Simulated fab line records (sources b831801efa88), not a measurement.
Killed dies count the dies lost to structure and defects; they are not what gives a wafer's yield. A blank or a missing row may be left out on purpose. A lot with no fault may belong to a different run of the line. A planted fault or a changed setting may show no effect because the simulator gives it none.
Problem report in the 8D (eight disciplines) form, filled by code :: flow gf180mcu :: the parts of the form that need people (team, actions taken, sign-off) are left out

1. THE ISSUE
tube-center-temp-C at GF_DUAL_GATE_OXIDATION_15 reads a mean of 854.91 C on 6 wafers of 2 lots; wafers without a fault read 849.99 C with a standard deviation of 0.087. Relative to the usual mean, that is a shift of +57 standard deviations.
The step: stabilise 600 s, purge 300 s, target thk 7.098 nm.
The first sign was on wafer L973.1 at day 13 12:05, on furnace-02. At this step, 39 wafers from 13 lots have a number in the record. Rule for "out" (also "out of limits"): further than 4 standard deviations from the usual mean. The other wafers with a number count as sound.

2. WHAT IT IS; WHAT IT IS NOT
question: which readings at this step
is: tube-center-temp-C, spike-tc-upper-C, tube_center_temp_C_max
is not: -

question: which lots
is: L973, L976
is not: L955, L956, L957, L958, L959, L960, L962, L963, L965, L966, L967

question: which wafers of those lots
is: all that have a number
is not: -

question: read on which tools
is: furnace-02
is not: furnace-01

question: when
is: from day 13 12:05
is not: up to then (33 sound wafers)

3. WHAT RULES OUT EACH SUSPECT
Counting: any tool at a process step up to the reading is kept as a suspect provided that every lot that is out went through it and no sound lot did after the first of them.
- plasma-asher-04 at GF_VT_IMPLANT_STRIP_42 (strips in O2/N2): kept. It ran every lot that is out, first L973 (day 12 10:28), and no sound lot after that; its last sound lot up to then is L965 (day 10 08:58).
- furnace-02 at GF_DUAL_GATE_OXIDATION_15 (stabilise 600 s, purge 300 s, target thk 7.098 nm): kept. It ran every lot that is out, first L973 (day 13 12:05), and no sound lot after that; its last sound lot up to then is L967 (day 11 18:44). Out on those wafers are its own readings of spike-tc-upper-C, tube-center-temp-C, tube_center_temp_C_max.
After counting, plasma-asher-04 at GF_VT_IMPLANT_STRIP_42 and furnace-02 at GF_DUAL_GATE_OXIDATION_15 remain.

4. THE CAUSE (what the simulator had put in)
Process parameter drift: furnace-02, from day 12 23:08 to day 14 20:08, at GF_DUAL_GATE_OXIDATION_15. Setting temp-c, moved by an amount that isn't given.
After counting, 2 suspects remain, this tool included.

5. THE EFFECT CHAIN, in route order
Each row: a reading whose mean over the struck wafers that have a number lies more than 3 standard deviations from the usual. Scope: only readings with a usual standard deviation given in the record; hours: median across lots of the time from each lot's start at the first step in this table that gives one to its start at this step; sigmas: change in usual standard deviations.
hours: 0
step: GF_DUAL_GATE_OXIDATION_15
reading: spike-tc-centre-C
usual: 852.2 C
on struck wafers: 857.6
change: +5.4
sigmas: +5.6

hours: 0
step: GF_DUAL_GATE_OXIDATION_15
reading: spike-tc-top-C
usual: 862.9 C
on struck wafers: 867.3
change: +4.4
sigmas: +4.0

hours: 0
step: GF_DUAL_GATE_OXIDATION_15
reading: spike-tc-upper-C
usual: 849.4 C
on struck wafers: 855.5
change: +6.1
sigmas: +5.1

hours: 0
step: GF_DUAL_GATE_OXIDATION_15
reading: tube-center-temp-C
usual: 849.99 C
on struck wafers: 854.91
change: +4.92
sigmas: +57

hours: 0
step: GF_DUAL_GATE_OXIDATION_15
reading: tube_center_temp_C_max
usual: 852.2
on struck wafers: 857.1
change: +4.9
sigmas: +13
It contains these process steps:
- GF_DUAL_GATE_OXIDATION_15: stabilise 600 s, purge 300 s, target thk 7.098 nm.
Later measuring or inspecting steps at which every struck wafer that the step has a row for has a number for every such reading, and none has moved that far: GF_HV_LDD_CD_MEAS_46.

6. HOW IT WOULD HAVE BEEN CAUGHT EARLIER
The fault began at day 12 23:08; the first out-of-limits reading in this record came at day 13 12:05, 13 hours later.
